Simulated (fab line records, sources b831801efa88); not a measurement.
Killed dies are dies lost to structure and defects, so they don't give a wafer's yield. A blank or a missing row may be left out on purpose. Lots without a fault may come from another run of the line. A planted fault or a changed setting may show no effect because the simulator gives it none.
Chamber matching | flow sky130 | SKY_SONOS_ONO_ETCH_15 on rie_diel-03: 4 sister chambers
The step etches the open film in CHF3/O2, target depth 19.52 nm, time 7.8 s. 14 wafers are shown with their chamber, then 7 later ones without.

WAFERS WITH THEIR CHAMBER
wafer  | chamber | drypump_motor_current_A (A) | oes_product_au (a.u.) | throttle_valve_pct (%)
L632.3 | 3       | 6.4                         | 0.992                 | 8.833
L632.4 | 2       | 5.9                         | 1.003                 | 8.814
L632.6 | 0       | 5.2                         | 1.013                 | 8.836
L637.3 | 3       | 6.4                         | 0.995                 | 8.828
L637.4 | 0       | 5.2                         | 1.001                 | 8.808
L637.5 | 1       | 6.1                         | 0.980                 | 8.820
L638.1 | 1       | 6.1                         | 0.987                 | 8.820
L638.4 | 2       | 5.9                         | 1.009                 | 8.801
L638.5 | 0       | 5.2                         | 1.013                 | 8.831
L639.1 | 1       | 6.0                         | 0.986                 | 8.824
L639.2 | 2       | 5.8                         | 1.011                 | 8.813
L639.3 | 0       | 5.3                         | 1.019                 | 8.825
L645.1 | 0       | 5.2                         | 1.013                 | 8.829
L645.2 | 2       | 5.8                         | 1.008                 | 8.808

SIGNATURES (means of the wafers above)
reading                 | chamber 0 | chamber 1 | chamber 2 | chamber 3 | scatter within a chamber
drypump_motor_current_A | 5.220     | 6.067     | 5.850     | 6.400     | 0.0497
oes_product_au          | 1.01180   | 0.98433   | 1.00775   | 0.99350   | 0.00491
throttle_valve_pct      | 8.82580   | 8.82133   | 8.80900   | 8.83050   | 0.00767
Rule: a wafer's distance from a chamber is the root of the sum, over the readings, of the square of ((its reading less the chamber's mean) divided by the reading's scatter). The wafer belongs to the nearest chamber; if the next one is less than 2 further off, it can't be placed. The scatter: the root of (the sum of the squares of (reading less its chamber's mean) over the shown wafers, divided by (wafers less chambers)).

WAFERS WITHOUT THEIR CHAMBER
wafer  | drypump_motor_current_A (A) | oes_product_au (a.u.) | throttle_valve_pct (%)
L645.6 | 5.3                         | 0.998                 | 8.824
L647.3 | 5.9                         | 1.004                 | 8.838
L647.4 | 6.0                         | 0.970                 | 8.827
L647.6 | 5.3                         | 1.012                 | 8.825
L651.1 | 5.2                         | 1.020                 | 8.840
L651.4 | 6.4                         | 0.994                 | 8.811
L651.6 | 5.8                         | 1.000                 | 8.830

WHICH CHAMBER EACH WENT THROUGH
wafer  | from the rows above     | in truth
L645.6 | 0                       | 0
L647.3 | can't be placed: 2 or 1 | 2
L647.4 | 1                       | 1
L647.6 | 0                       | 0
L651.1 | 0                       | 0
L651.4 | 3                       | 3
L651.6 | 2                       | 2
Placed correctly: 6 of 7. Can't be placed from these rows: 1 (the true chamber is among the candidates in 1). Placed wrongly: 0.
